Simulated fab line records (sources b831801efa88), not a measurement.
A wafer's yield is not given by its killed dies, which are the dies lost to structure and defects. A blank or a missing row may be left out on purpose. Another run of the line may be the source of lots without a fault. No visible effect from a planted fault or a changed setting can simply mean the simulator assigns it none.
Comparing a struck lot with a sound one || flow sky130 || 15 out of 708 route steps
Sound: wafers L182.1, L182.3, L182.4. The struck wafers were L191.1, L191.3, L191.4. Last of all comes the cause.
For every step that has rows: the tool of each side, followed by ch and its chambers, followed by its first start. Under that, the readings that differ: sound wafers || struck wafers || difference of the means || sigmas: that difference in standard deviations of wafers without a fault.
alike: a reading whose means differ by less than 2 such deviations, as well as words and numbers matching on both sides. not compared: withheld readings; readings where some wafer has no value; bounds like >300 that might hide an equal value; numbers whose values overlap and for which the record gives no deviation.
A row with sigmas, a row that says differs or no value, or rows on one side alone: a step with any of these is where the two part. Numbers that have no deviation but don't overlap get no sigmas and don't part them. A reading that every wafer of one side lacks parts them only if that side has two wafers or more.

first, 2 steps without rows for these wafers: SKY_LOCAL_INTERCONNECT_CLEAN_17 (cleans in IPA, time 180 s); SKY_LOCAL_INTERCONNECT_CLEAN_18 (cleans in O3/DIW).
SKY_CONTACT_CVD_00: deposits Si3N4, target thk 75 nm.
  sound on pecvd-03 ch 0,2, day 31 02:53; struck on pecvd-02 ch 0,1,2, day 33 19:57
  alike: heaterPowerW
SKY_CONTACT_THK_MEAS_01:
  sound on filmMetro-04 at day 31 02:56; struck on filmMetro-02 at day 33 19:59
{"reading": "CONTACT_CVD_00_THK (nm)", "sound": "72.0 72.8 74.7", "struck": "76.0 74.2 77.0", "difference": "+2.6", "sigmas": "+2"}
then, 1 step without rows for these wafers: SKY_CONTACT_HDPCVD_02 (deposits SiO2, target thk 565 nm, time 94.2 s).
SKY_CONTACT_THK_MEAS_03:
  sound on filmMetro-03 at day 31 03:03; struck on filmMetro-03 at day 33 20:07
  alike: CONTACT_HDPCVD_THK
SKY_CONTACT_CMP_04: polishes SiO2.
  sound on cmp-01 ch 0,1,3, day 31 03:16; struck on cmp-01 ch 0,1,2, day 33 20:10
  alike: motorCurrentA, slurryFilterDpKPa, timeToEndpointS
SKY_CONTACT_BOW_MEAS_05:
  sound on filmMetro-02 at day 31 03:34; struck on filmMetro-04 at day 33 20:28
  alike: CONTACT_BOW
then, 4 steps without rows for these wafers: SKY_CONTACT_DEHYDRATE_06 (time 60 s); SKY_CONTACT_HMDS_07 (prime time 60 s); SKY_CONTACT_COAT_08 (resist thk 60 nm); SKY_CONTACT_COAT_09 (resist thk 450 nm).
SKY_CONTACT_SOFTBAKE_10: time 90 s.
  sound on lithoTrack-02 ch 0, day 31 17:00; struck on lithoTrack-02 ch 0, day 34 10:00
{"reading": "runLengthS (s)", "sound": "119.09 119.19 119.10", "struck": "124.16 124.25 124.01", "difference": "+5.01", "sigmas": "+18"}
  alike: chillPlateTempC
then, 1 step without rows for these wafers: SKY_CONTACT_EXPOSE_11 (exposes mask CTM1, target cd 170 nm).
-- the record jumps here: 14 days lie between the struck wafers' starts before and after (it left off in module CONTACT and takes up again in module PAD_OPEN, whose first step shown is number 708 of the route) --
SKY_PAD_OPEN_PROBE_99:
  sound on prober-02 at day 46 06:50; struck on prober-01 at day 48 06:00
  alike: killed_at_M0_to_M3, killed_at_M4_up, killedAtContacts, killedAtFrontEnd, killedAtOther, killedDies, killedOpen, killedShort

## WHERE THEY PART
Last at SKY_CONTACT_SOFTBAKE_10 as far as this record goes, first at SKY_CONTACT_THK_MEAS_01. Later steps at which nothing parts them and some readings are alike: SKY_PAD_OPEN_PROBE_99.

WHY: whatever the simulator had introduced
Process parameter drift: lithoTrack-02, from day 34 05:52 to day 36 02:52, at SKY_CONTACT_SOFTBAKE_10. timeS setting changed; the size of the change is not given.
